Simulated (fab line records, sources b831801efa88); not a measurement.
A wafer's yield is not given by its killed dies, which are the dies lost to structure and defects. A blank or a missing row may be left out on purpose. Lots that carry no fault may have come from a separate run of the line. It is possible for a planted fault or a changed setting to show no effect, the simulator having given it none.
Which tool was responsible? :: flow gf180mcu :: 11 lots with 33 wafers sampled at 3 steps, on a route of 602 steps

== WHAT THE GAUGES SHOWED, per wafer ==
GF_VT_IMPLANT_OVL_MEAS_07.
lot: L845
measured: day 6 02:13
on: overlay-02
VT_IMPLANT_OVL (nm): 1.3 0.1 -0.3

lot: L846
measured: day 6 10:08
on: overlay-01
VT_IMPLANT_OVL (nm): 1.4 0.5 1.5

lot: L847
measured: day 6 14:53
on: overlay-01
VT_IMPLANT_OVL (nm): -1.4 1.5 1.3

lot: L850
measured: day 7 10:44
on: overlay-02
VT_IMPLANT_OVL (nm): 0.8 1.2 1.7

lot: L856
measured: day 8 22:29
on: overlay-01
VT_IMPLANT_OVL (nm): - - -

lot: L857
measured: day 9 07:34
on: overlay-02
VT_IMPLANT_OVL (nm): - - -

lot: L858
measured: day 9 12:56
on: overlay-02
VT_IMPLANT_OVL (nm): -0.3 2.5 1.2

lot: L859
measured: day 9 17:01
on: overlay-01
VT_IMPLANT_OVL (nm): 0.4 0.9 0.1

lot: L861
measured: day 10 05:47
on: overlay-01
VT_IMPLANT_OVL (nm): -0.3 0.2 0.6

lot: L862
measured: day 10 13:46
on: overlay-02
VT_IMPLANT_OVL (nm): 0.6 0.3 1.0

lot: L866
measured: day 11 11:49
on: overlay-01
VT_IMPLANT_OVL (nm): 2.4 1.3 -0.7

== TOOL THAT RAN EACH LOT (tool first, then ch and the chambers of the sampled wafers, then the start) ==
lot: L845
GF_DNWELL_STRIP_08: plasma-asher-03 ch 0,1, day 3 04:08
GF_VT_IMPLANT_COAT_02: litho-track-01 ch 0, day 5 19:01

lot: L846
GF_DNWELL_STRIP_08: plasma-asher-02 ch 0,1, day 3 10:23
GF_VT_IMPLANT_COAT_02: litho-track-01 ch 0, day 6 02:31

lot: L847
GF_DNWELL_STRIP_08: plasma-asher-03 ch 0,1, day 3 15:37
GF_VT_IMPLANT_COAT_02: litho-track-02 ch 0, day 6 07:15

lot: L850
GF_DNWELL_STRIP_08: plasma-asher-03 ch 0,1, day 4 08:31
GF_VT_IMPLANT_COAT_02: litho-track-04 ch 0, day 7 02:47

lot: L856
GF_DNWELL_STRIP_08: plasma-asher-04 ch 0,1, day 5 15:18
GF_VT_IMPLANT_COAT_02: litho-track-02, day 8 14:48

lot: L857
GF_DNWELL_STRIP_08: plasma-asher-03 ch 0,1, day 5 22:32
GF_VT_IMPLANT_COAT_02: litho-track-02, day 8 22:18

lot: L858
GF_DNWELL_STRIP_08: plasma-asher-04 ch 0,1, day 6 03:31
GF_VT_IMPLANT_COAT_02: litho-track-01 ch 0, day 9 04:34

lot: L859
GF_DNWELL_STRIP_08: plasma-asher-04 ch 0,1, day 6 06:43
GF_VT_IMPLANT_COAT_02: litho-track-04 ch 0, day 9 08:32

lot: L861
GF_DNWELL_STRIP_08: plasma-asher-04 ch 0,1, day 6 17:56
GF_VT_IMPLANT_COAT_02: litho-track-02 ch 0, day 9 20:39

lot: L862
GF_DNWELL_STRIP_08: plasma-asher-04 ch 0,1, day 7 00:58
GF_VT_IMPLANT_COAT_02: litho-track-02 ch 0, day 10 04:56

lot: L866
GF_DNWELL_STRIP_08: plasma-asher-02 ch 0,1, day 7 21:12
GF_VT_IMPLANT_COAT_02: litho-track-02 ch 0, day 11 02:45
- GF_DNWELL_STRIP_08: strips in O2/N2.
- GF_VT_IMPLANT_COAT_02: resist thk 1000 nm.

== THE ANSWER, worked out from the rows above alone ==
Rule: what is usual is taken from the lots themselves. Put in order of their means at a reading, lots are off if they are a third of the lots or fewer, leave a main group of 4 or more, and stand apart from it by a gap of 3 or more times the standard deviation of the main group's means; of several such gaps the widest counts. A main group is skipped when, at the precision printed for the reading in the tables above, its means are all equal. A lot without any number at a reading at which 4 lots or more have one is off too. Where the step has rows for the other lots, those lots are counted as sound.
Off: L856, L857, at GF_VT_IMPLANT_OVL_MEAS_07 (VT_IMPLANT_OVL). Without a number there: L856, L857. Mean 0.7 nm and standard deviation 0.37 in the main group.
A tool fits if, at a process step before that reading, it ran every lot that is off, and no sound lot after the first of them. The gauges at GF_VT_IMPLANT_OVL_MEAS_07 are tried like those tools. Not one of the candidates tried fits.

== WHAT THE SIMULATOR HAD INSERTED ==
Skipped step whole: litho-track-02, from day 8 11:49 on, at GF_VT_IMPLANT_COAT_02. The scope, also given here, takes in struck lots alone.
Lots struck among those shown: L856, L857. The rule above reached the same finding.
